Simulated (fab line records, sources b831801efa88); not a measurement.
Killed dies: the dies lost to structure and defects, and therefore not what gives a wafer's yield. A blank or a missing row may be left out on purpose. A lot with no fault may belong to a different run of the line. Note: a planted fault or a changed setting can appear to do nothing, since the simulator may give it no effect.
Chamber matching :: flow sky130 :: SKY_POLY_CUT_ETCH_10 on rie diel-03 has 4 sister chambers
The step etches BARC in N2/H2, stops on SiO2, time 45.9 s, target depth 60 nm. 14 wafers are shown with their chamber, then 7 later ones without.

== EACH WAFER AND ITS CHAMBER ==
wafer: L214.2
chamber: 2
drypump motor current A (A): 6.1
throttle valve pct (%): 13.221
bias w (W): 100.0

wafer: L214.4
chamber: 0
drypump motor current A (A): 5.2
throttle valve pct (%): 13.236
bias w (W): 100.3

wafer: L214.5
chamber: 0
drypump motor current A (A): 5.2
throttle valve pct (%): 13.232
bias w (W): 99.9

wafer: L217.1
chamber: 0
drypump motor current A (A): 5.2
throttle valve pct (%): 13.205
bias w (W): 100.1

wafer: L217.2
chamber: 2
drypump motor current A (A): 6.1
throttle valve pct (%): 13.229
bias w (W): 99.6

wafer: L217.6
chamber: 3
drypump motor current A (A): 5.3
throttle valve pct (%): 13.222
bias w (W): 100.0

wafer: L221.3
chamber: 1
drypump motor current A (A): 5.8
throttle valve pct (%): 13.225
bias w (W): 99.9

wafer: L221.4
chamber: 2
drypump motor current A (A): 6.1
throttle valve pct (%): 13.228
bias w (W): 100.1

wafer: L221.6
chamber: 2
drypump motor current A (A): 6.1
throttle valve pct (%): 13.235
bias w (W): 100.0

wafer: L228.3
chamber: 0
drypump motor current A (A): 5.2
throttle valve pct (%): 13.251
bias w (W): 100.1

wafer: L228.5
chamber: 0
drypump motor current A (A): 5.2
throttle valve pct (%): 13.245
bias w (W): 99.5

wafer: L228.6
chamber: 3
drypump motor current A (A): 5.4
throttle valve pct (%): 13.225
bias w (W): 100.3

wafer: L229.2
chamber: 1
drypump motor current A (A): 5.8
throttle valve pct (%): 13.214
bias w (W): 100.4

wafer: L229.3
chamber: 3
drypump motor current A (A): 5.4
throttle valve pct (%): 13.224
bias w (W): 100.1

SIGNATURES (means of the wafers above)
reading: drypump motor current A
chamber 0: 5.200
chamber 1: 5.800
chamber 2: 6.100
chamber 3: 5.367
scatter within a chamber: 0.0258

reading: throttle valve pct
chamber 0: 13.23380
chamber 1: 13.21950
chamber 2: 13.22825
chamber 3: 13.22367
scatter within a chamber: 0.0119

reading: bias w
chamber 0: 99.980
chamber 1: 100.150
chamber 2: 99.925
chamber 3: 100.133
scatter within a chamber: 0.262
Rule: for a wafer and a chamber, the distance is found by dividing, reading by reading, the gap between the wafer's reading and the chamber's mean by the reading's scatter, squaring, summing and taking the root. If the next closest chamber is less than 2 further off than the closest, the wafer can't be placed; otherwise it belongs to the closest. How the scatter is found: for the shown wafers, subtract from each reading the mean of its chamber, square and add these, divide the total by (wafers less chambers), then take the root.

== WAFERS MISSING THEIR CHAMBER ==
wafer: L229.6
drypump motor current A (A): 5.2
throttle valve pct (%): 13.229
bias w (W): 100.4

wafer: L234.1
drypump motor current A (A): 5.2
throttle valve pct (%): 13.234
bias w (W): 100.6

wafer: L234.2
drypump motor current A (A): 5.4
throttle valve pct (%): 13.222
bias w (W): 99.7

wafer: L234.3
drypump motor current A (A): 5.8
throttle valve pct (%): 13.213
bias w (W): 99.8

wafer: L237.2
drypump motor current A (A): 5.8
throttle valve pct (%): 13.212
bias w (W): 99.6

wafer: L237.3
drypump motor current A (A): 6.1
throttle valve pct (%): 13.207
bias w (W): 100.2

wafer: L237.6
drypump motor current A (A): 5.2
throttle valve pct (%): 13.234
bias w (W): 99.5

== WHICH CHAMBER EACH WENT THROUGH ==
wafer: L229.6
from the rows above: 0
in truth: 0

wafer: L234.1
from the rows above: 0
in truth: 0

wafer: L234.2
from the rows above: 3
in truth: 3

wafer: L234.3
from the rows above: 1
in truth: 1

wafer: L237.2
from the rows above: 1
in truth: 1

wafer: L237.3
from the rows above: 2
in truth: 2

wafer: L237.6
from the rows above: 0
in truth: 0
Placed correctly: 7 of 7. Left unplaced by these rows: 0. Number placed wrongly: 0.
